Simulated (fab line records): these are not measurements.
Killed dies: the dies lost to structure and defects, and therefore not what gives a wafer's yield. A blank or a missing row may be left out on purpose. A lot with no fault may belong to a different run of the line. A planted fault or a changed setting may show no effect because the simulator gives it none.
The tool behind it: which one? :: flow sky130 :: route of 708 steps, sampled at 1 step: 6 lots, 18 wafers

== WHAT THE GAUGES SHOWED, per wafer ==
SKY_CONTACT_OVL_MEAS_15.
lot: L361
measured: day 32 20:37
on: overlay-01
CONTACT_OVL (nm): 0 3 -1

lot: L362
measured: day 33 21:10
on: overlay-02
CONTACT_OVL (nm): -5 5 0

lot: L374
measured: day 36 18:43
on: overlay-01
CONTACT_OVL (nm): -4 5 2

lot: L377
measured: day 37 12:38
on: overlay-02
CONTACT_OVL (nm): 13 -1 1

lot: L381
measured: day 38 12:04
on: overlay-01
CONTACT_OVL (nm): -3 -3 -1

lot: L383
measured: day 38 20:34
on: overlay-01
CONTACT_OVL (nm): 10 4 -4

== TOOL THAT RAN EACH LOT (tool first, then ch and the chambers of the sampled wafers, then the start) ==
Record: no process step prior to these readings.

== THE ANSWER, worked out from the rows above alone ==
Rule: the usual values come from the lots themselves. The widest of any qualifying gaps counts: lots, ordered by their means at a reading, are off when they make up no more than a third of the lots, leave a main group of 4 or more, and stand apart from it by 3 or more times the standard deviation of that group's means. A main group whose means are all the same, to the digits that the tables above print for the reading, isn't used. A lot without any number at a reading at which 4 lots or more have one is off too. The other lots that the step has rows for count as sound.
No lot is off on any of the readings shown, so nothing can be concluded from this.

== WHAT WAS PUT IN BY THE SIMULATOR ==
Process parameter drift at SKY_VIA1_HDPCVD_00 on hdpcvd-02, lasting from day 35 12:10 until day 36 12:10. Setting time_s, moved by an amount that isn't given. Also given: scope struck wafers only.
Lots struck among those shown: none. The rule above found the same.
